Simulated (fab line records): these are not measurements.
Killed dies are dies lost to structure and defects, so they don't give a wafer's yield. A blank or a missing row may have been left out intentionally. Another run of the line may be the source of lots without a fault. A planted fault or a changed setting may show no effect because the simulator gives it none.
Matching of chambers / flow gf180mcu / GF_V2_CMP_26 on cmp-02: 4 sister chambers
The step polishes, stops on SiO2, t overpolish 15 s, target thk 0 nm. 16 wafers are shown with their chamber, then 8 later ones without.

== EACH WAFER AND ITS CHAMBER ==
wafer=L231.4; chamber=1; motor-current-A (A)=11.5; time-to-endpoint-s (s)=83.2; overpolish-run-s (s)=14.996
wafer=L231.5; chamber=1; motor-current-A (A)=11.3; time-to-endpoint-s (s)=86.4; overpolish-run-s (s)=14.999
wafer=L231.6; chamber=2; motor-current-A (A)=12.1; time-to-endpoint-s (s)=88.2; overpolish-run-s (s)=15.015
wafer=L238.1; chamber=2; motor-current-A (A)=11.2; time-to-endpoint-s (s)=88.1; overpolish-run-s (s)=14.977
wafer=L238.2; chamber=0; motor-current-A (A)=10.2; time-to-endpoint-s (s)=81.3; overpolish-run-s (s)=15.014
wafer=L238.4; chamber=1; motor-current-A (A)=11.7; time-to-endpoint-s (s)=82.0; overpolish-run-s (s)=15.003
wafer=L247.1; chamber=3; motor-current-A (A)=9.2; time-to-endpoint-s (s)=86.1; overpolish-run-s (s)=14.991
wafer=L247.5; chamber=0; motor-current-A (A)=10.2; time-to-endpoint-s (s)=84.1; overpolish-run-s (s)=14.999
wafer=L247.6; chamber=3; motor-current-A (A)=8.8; time-to-endpoint-s (s)=87.2; overpolish-run-s (s)=14.997
wafer=L248.2; chamber=0; motor-current-A (A)=10.4; time-to-endpoint-s (s)=78.1; overpolish-run-s (s)=14.986
wafer=L248.4; chamber=2; motor-current-A (A)=11.9; time-to-endpoint-s (s)=82.8; overpolish-run-s (s)=14.999
wafer=L248.5; chamber=1; motor-current-A (A)=11.7; time-to-endpoint-s (s)=85.0; overpolish-run-s (s)=14.995
wafer=L250.1; chamber=0; motor-current-A (A)=10.6; time-to-endpoint-s (s)=84.6; overpolish-run-s (s)=15.007
wafer=L250.2; chamber=2; motor-current-A (A)=11.3; time-to-endpoint-s (s)=85.7; overpolish-run-s (s)=15.011
wafer=L250.5; chamber=3; motor-current-A (A)=8.6; time-to-endpoint-s (s)=83.0; overpolish-run-s (s)=14.996
wafer=L251.3; chamber=1; motor-current-A (A)=11.2; time-to-endpoint-s (s)=79.0; overpolish-run-s (s)=15.010

SIGNATURES, as means of the wafers listed above
reading=motor-current-A; chamber 0=10.350; chamber 1=11.480; chamber 2=11.625; chamber 3=8.867; scatter within a chamber=0.302
reading=time-to-endpoint-s; chamber 0=82.025; chamber 1=83.120; chamber 2=86.200; chamber 3=85.433; scatter within a chamber=2.71
reading=overpolish-run-s; chamber 0=15.00150; chamber 1=15.00060; chamber 2=15.00050; chamber 3=14.99467; scatter within a chamber=0.0111
Rule: a wafer's distance from a chamber is the root of the sum, over the readings, of the square of ((its reading less the chamber's mean) divided by the reading's scatter). The wafer belongs to the nearest chamber; if the next one is less than 2 further off, it can't be placed. How the scatter is found: for the shown wafers, subtract from each reading the mean of its chamber, square and add these, divide the total by (wafers less chambers), then take the root.

== WAFERS MISSING THEIR CHAMBER ==
wafer=L251.4; motor-current-A (A)=9.3; time-to-endpoint-s (s)=78.8; overpolish-run-s (s)=15.009
wafer=L251.5; motor-current-A (A)=9.8; time-to-endpoint-s (s)=81.7; overpolish-run-s (s)=14.990
wafer=L253.3; motor-current-A (A)=11.6; time-to-endpoint-s (s)=86.1; overpolish-run-s (s)=15.010
wafer=L253.5; motor-current-A (A)=11.6; time-to-endpoint-s (s)=85.7; overpolish-run-s (s)=15.014
wafer=L253.6; motor-current-A (A)=11.4; time-to-endpoint-s (s)=87.6; overpolish-run-s (s)=15.011
wafer=L254.2; motor-current-A (A)=8.5; time-to-endpoint-s (s)=85.6; overpolish-run-s (s)=14.989
wafer=L254.5; motor-current-A (A)=8.7; time-to-endpoint-s (s)=85.5; overpolish-run-s (s)=15.002
wafer=L254.6; motor-current-A (A)=10.4; time-to-endpoint-s (s)=85.1; overpolish-run-s (s)=15.019

== WHICH CHAMBER EACH ONE RAN IN ==
wafer=L251.4; from the rows above=can't be placed: 3 or 0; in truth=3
wafer=L251.5; from the rows above=can't be placed: 0 or 3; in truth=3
wafer=L253.3; from the rows above=can't be placed: 2 or 1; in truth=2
wafer=L253.5; from the rows above=can't be placed: 2 or 1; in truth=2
wafer=L253.6; from the rows above=can't be placed: 2 or 1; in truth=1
wafer=L254.2; from the rows above=3; in truth=3
wafer=L254.5; from the rows above=3; in truth=3
wafer=L254.6; from the rows above=0; in truth=0
Correct placement for 3 of the 8. Cannot be placed on the basis of these rows: 5; the candidates contain the true chamber in 5. Wrongly placed: 0.
